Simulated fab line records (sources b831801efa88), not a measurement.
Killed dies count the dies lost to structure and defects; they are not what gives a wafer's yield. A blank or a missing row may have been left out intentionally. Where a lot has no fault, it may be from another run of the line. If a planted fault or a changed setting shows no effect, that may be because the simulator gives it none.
Which of the tools did it? / flow sky130 / 15 lots with 45 wafers sampled at 2 steps, on a route of 708 steps

== WHAT THE GAUGES READ, wafer by wafer ==
SKY_VT_ADJUST_HVTR_OVL_MEAS_08. Usual: VT_ADJUST_HVTR_OVL typically reads -0.2 nm, with standard deviation 1.3.
lot=L901; measured=day 9 06:16; on=overlay-02; VT_ADJUST_HVTR_OVL (nm)=-2.0 -1.1 -2.0; flag=
lot=L902; measured=day 9 11:32; on=overlay-01; VT_ADJUST_HVTR_OVL (nm)=2.2 2.2 -1.3; flag=
lot=L903; measured=day 9 20:34; on=overlay-01; VT_ADJUST_HVTR_OVL (nm)=-0.6 0.7 -0.3; flag=
lot=L904; measured=day 10 03:28; on=overlay-01; VT_ADJUST_HVTR_OVL (nm)=-0.3 0.7 -0.8; flag=
lot=L905; measured=day 10 11:47; on=overlay-01; VT_ADJUST_HVTR_OVL (nm)=2.7 2.4 0.7; flag=
lot=L906; measured=day 10 18:39; on=overlay-01; VT_ADJUST_HVTR_OVL (nm)=0.5 1.0 0.0; flag=
lot=L909; measured=day 11 19:56; on=overlay-01; VT_ADJUST_HVTR_OVL (nm)=-91.4 -89.0 -91.3 -91.4 -89.3 -91.9; flag=OFF
lot=L910; measured=day 13 03:16; on=overlay-02; VT_ADJUST_HVTR_OVL (nm)=-90.9 -89.7 -90.2 -91.4 -90.2 -90.4; flag=OFF
lot=L912; measured=day 13 05:39; on=overlay-02; VT_ADJUST_HVTR_OVL (nm)=-88.5 -88.7 -88.2 -88.9 -88.8 -88.6; flag=OFF
lot=L916; measured=day 14 05:46; on=overlay-02; VT_ADJUST_HVTR_OVL (nm)=-0.7 -0.1 -0.4; flag=
lot=L917; measured=day 14 13:05; on=overlay-01; VT_ADJUST_HVTR_OVL (nm)=-1.1 -0.8 -0.5; flag=
lot=L920; measured=day 15 03:31; on=overlay-02; VT_ADJUST_HVTR_OVL (nm)=-2.0 -1.2 -0.7; flag=
lot=L921; measured=day 15 17:47; on=overlay-01; VT_ADJUST_HVTR_OVL (nm)=0.1 0.8 -0.4; flag=
lot=L923; measured=day 16 05:53; on=overlay-01; VT_ADJUST_HVTR_OVL (nm)=-0.1 -1.2 -0.3; flag=
lot=L924; measured=day 16 08:03; on=overlay-02; VT_ADJUST_HVTR_OVL (nm)=-3.3 -1.8 -3.1; flag=

== WHAT TOOL EACH LOT RAN ON (gives the tool, then ch and the chambers of the sampled wafers, and finally the start) ==
lot=L901; SKY_VT_ADJUST_HVTR_EXPOSE_04=iline stepper-01 ch 0, day 8 20:32
lot=L902; SKY_VT_ADJUST_HVTR_EXPOSE_04=iline stepper-02 ch 0, day 9 02:02
lot=L903; SKY_VT_ADJUST_HVTR_EXPOSE_04=iline stepper-01 ch 0, day 9 09:58
lot=L904; SKY_VT_ADJUST_HVTR_EXPOSE_04=iline stepper-01 ch 0, day 9 16:55
lot=L905; SKY_VT_ADJUST_HVTR_EXPOSE_04=iline stepper-01 ch 0, day 10 01:01
lot=L906; SKY_VT_ADJUST_HVTR_EXPOSE_04=iline stepper-01 ch 0, day 10 06:39
lot=L909; SKY_VT_ADJUST_HVTR_EXPOSE_04=iline stepper-01 ch 0, day 11 08:19
lot=L910; SKY_VT_ADJUST_HVTR_EXPOSE_04=iline stepper-01 ch 0, day 12 14:29
lot=L912; SKY_VT_ADJUST_HVTR_EXPOSE_04=iline stepper-01 ch 0, day 12 17:01
lot=L916; SKY_VT_ADJUST_HVTR_EXPOSE_04=iline stepper-02 ch 0, day 13 16:31
lot=L917; SKY_VT_ADJUST_HVTR_EXPOSE_04=iline stepper-02 ch 0, day 14 00:01
lot=L920; SKY_VT_ADJUST_HVTR_EXPOSE_04=iline stepper-02 ch 0, day 14 13:44
lot=L921; SKY_VT_ADJUST_HVTR_EXPOSE_04=iline stepper-02 ch 0, day 15 04:32
lot=L923; SKY_VT_ADJUST_HVTR_EXPOSE_04=iline stepper-02 ch 0, day 15 16:20
lot=L924; SKY_VT_ADJUST_HVTR_EXPOSE_04=iline stepper-02 ch 0, day 15 18:26
- SKY_VT_ADJUST_HVTR_EXPOSE_04: exposes mask HVTRM, target cd 380 nm.

== WHAT THE TOOLS THEMSELVES READ (means of the sampled wafers that have a number; where no wafer has one, the mark that the record gives instead) ==
The record holds no such reading with a usual standard deviation.

== THE ANSWER, worked out from the rows above alone ==
Rule: a lot counts as off when the mean over its wafers that have a number is more than 3 standard deviations away from the usual mean. A lot without any number at a reading at which 4 lots or more have one is off too. Where the step has rows for the other lots, those lots are counted as sound. After the gauges, taken in route order, come the tools' own readings; for these a lot's mean is taken, as printed above. The first step at which some lot is off is used, and at that step the reading that is off furthest; a lot without a number counts as furthest.
Off: L909, L910, L912, at SKY_VT_ADJUST_HVTR_OVL_MEAS_08 (VT_ADJUST_HVTR_OVL).
If a tool, at a process step before that reading, ran all the lots that are off and no sound lot after the first of them, it fits. Those tools and the gauges at SKY_VT_ADJUST_HVTR_OVL_MEAS_08 are tried in the same way. One fits: iline stepper-01 at SKY_VT_ADJUST_HVTR_EXPOSE_04. Its last sound lot is L906 (day 10 06:39), its first lot that is off L909 (day 11 08:19): a fault that began between those two fits.

== WHAT HAD BEEN PUT IN BY THE SIMULATOR ==
Scanner matching overlay: iline stepper-01, from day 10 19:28 on, at SKY_VT_ADJUST_HVTR_EXPOSE_04. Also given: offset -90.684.
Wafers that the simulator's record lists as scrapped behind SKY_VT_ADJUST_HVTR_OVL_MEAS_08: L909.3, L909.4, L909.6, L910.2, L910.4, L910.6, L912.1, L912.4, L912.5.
Lots struck among those shown: L909, L910, L912. Same finding as the rule above.
